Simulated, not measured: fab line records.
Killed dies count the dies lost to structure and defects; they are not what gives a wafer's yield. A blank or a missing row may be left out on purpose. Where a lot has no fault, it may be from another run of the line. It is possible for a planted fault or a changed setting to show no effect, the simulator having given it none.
Struck lot and sound lot, side by side + flow sky130 + 15 out of 708 route steps
Sound: these wafers, L498.2, L498.3, L498.5. The struck wafers were L488.2, L488.5, L488.6. The cause is given at the end.
Per side, at each step with rows, come the tool, then ch with its chambers, and then its first start. Under that, the readings that differ: sound wafers + struck wafers + difference of the means + sigmas: that difference in standard deviations of wafers without a fault.
alike: readings whose means differ by less than 2 such deviations, and words and numbers that are the same on both sides. not compared: withheld readings, readings that some wafer has no value for, bounds like >300 that may hide the same value, and numbers for which the record gives no deviation and whose values overlap.
A row with sigmas, a row that says differs or no value, or rows on one side alone: a step with any of these is where the two part. Numbers that don't overlap but have no deviation are shown without sigmas and don't part them. A reading that every wafer of one side lacks parts them only if that side has two wafers or more.

first, 3 steps without rows for these wafers: SKY_SONOS_TUNNEL_EXPOSE_04 (exposes mask TUNM, target cd 410 nm); SKY_SONOS_TUNNEL_PEB_05; SKY_SONOS_TUNNEL_DEVELOP_06 (develop time 60 s).
SKY_SONOS_TUNNEL_CD_MEAS_07: target cd 410 nm.
  sound on cdSem-02 at day 18 04:58; struck on cdSem-02 at day 15 15:37
  alike: cdNm
SKY_SONOS_TUNNEL_OVL_MEAS_08:
  sound on overlay-01 at day 18 05:04; struck on overlay-01 at day 15 15:43
  alike: SONOS_TUNNEL_OVL
then, 3 steps without rows for these wafers: SKY_SONOS_TUNNEL_IMPLANT_09; SKY_SONOS_TUNNEL_WET_ETCH_10 (etches SiO2 in dHF, target depth 14 nm, time 280 s); SKY_SONOS_TUNNEL_STRIP_11 (strips in SPM, time 600 s).
SKY_SONOS_TUNNEL_TW_MEAS_12:
  sound on filmMetro-04 at day 18 05:32; struck on filmMetro-03 at day 15 16:10
  alike: SONOS_TUNNEL_TW
then, 2 steps without rows for these wafers: SKY_SONOS_TUNNEL_CLEAN_13 (cleans in dHF, time 20 s); SKY_SONOS_ONO_OXIDATION_00 (stabilise 600 s, purge 300 s, target thk 2.6 nm).
SKY_SONOS_ONO_THK_MEAS_01:
  sound on filmMetro-01 at day 18 07:54; struck on filmMetro-02 at day 15 17:35
  alike: SONOS_ONO_OXIDATION_THK
SKY_SONOS_ONO_CVD_02: deposits Si3N4 from DCS/NH3, target thk 10.5 nm, time 180 s.
  sound on lpcvd-02 ch 0, day 18 07:57; struck on lpcvd-02 ch 1, day 15 18:58
| reading                                    | sound             | struck            | difference | sigmas |
|--------------------------------------------|-------------------|-------------------|------------|--------|
| spikeTcCentreC (C)                         | 769.7 772.9 771.0 | 784.6 784.3 784.9 | +13.4      | +13    |
| zonePowerCentrePct (%)                     | 12.42 12.38 12.59 | 15.22 15.10 14.97 | +2.63      | +11    |
| zonePowerLowerPct (%)                      | 11.76 11.72 11.60 | 10.48 10.47 10.49 | -1.21      | -6     |
| zonePowerUpperPct (%)                      | 12.39 12.10 12.26 | 10.65 10.41 10.57 | -1.71      | -13    |
| model.Si3N4_of_SONOS_ONO_CVD_02.thkNm (nm) | 10.64 10.58 10.53 | 11.57 11.69 11.49 | +1.00      |        |
SKY_SONOS_ONO_THK_MEAS_03:
  sound on filmMetro-03 at day 18 09:01; struck on filmMetro-02 at day 15 20:18
| reading                   | sound             | struck            | difference | sigmas |
|---------------------------|-------------------|-------------------|------------|--------|
| SONOS_ONO_CVD_02_THK (nm) | 10.65 10.58 10.48 | 11.57 11.68 11.51 | +1.02      | +8     |
  not compared: hold
-- record jumps: 33 days separate the struck wafers' starts on either side; left off in module SONOS_ONO, taken up again in module PAD_OPEN, whose first shown step is the route's number 708 --
SKY_PAD_OPEN_PROBE_99:
  sound on prober-01 at day 50 10:42; struck on prober-02 at day 49 00:37
| reading                                 | sound                | struck               | difference | sigmas |
|-----------------------------------------|----------------------|----------------------|------------|--------|
| model.etest.sonosErased.driveUaUm       | 161.4 179.4 176.2    | 126.9 137.2 130.5    | -40.8      |        |
| model.etest.capOno.gateLog10ACm2        | -8.53 -8.367 -8.436  | -9.1 -9.208 -9.079   | -0.7       |        |
| model.etest.capOno.gateBvV (V)          | 16.76 17.02 16.24    | 17.49 17.66 17.28    | +0.80      |        |
| model.etest.capOno.toxAccNm (nm)        | 13.42 13.28 13.22    | 13.78 13.85 13.82    | +0.51      |        |
| model.etest.sonosProgrammed.offLog10AUm | -14.01 -14.05 -13.86 | -13.43 -12.54 -13.53 | +0.81      |        |
| model.etest.sonosProgrammed.vtV (V)     | 1.269 1.372 1.309    | 1.012 0.9338 1.043   | -0.320     |        |
| model.etest.sonosErased.vtV (V)         | -2.035 -2.143 -2.131 | -1.802 -1.781 -1.791 | +0.312     |        |
| model.etest.sonosBaked.vtV (V)          | 0.8955 0.9394 0.9113 | 0.7227 0.6273 0.7173 | -0.2263    |        |

== WHERE THEY PART ==
At SKY_SONOS_ONO_CVD_02 first; at SKY_SONOS_ONO_THK_MEAS_03 last (within this record only).

WHY: the cause the simulator had injected
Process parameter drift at SKY_SONOS_ONO_CVD_02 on lpcvd-02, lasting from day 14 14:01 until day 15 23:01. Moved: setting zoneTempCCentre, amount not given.
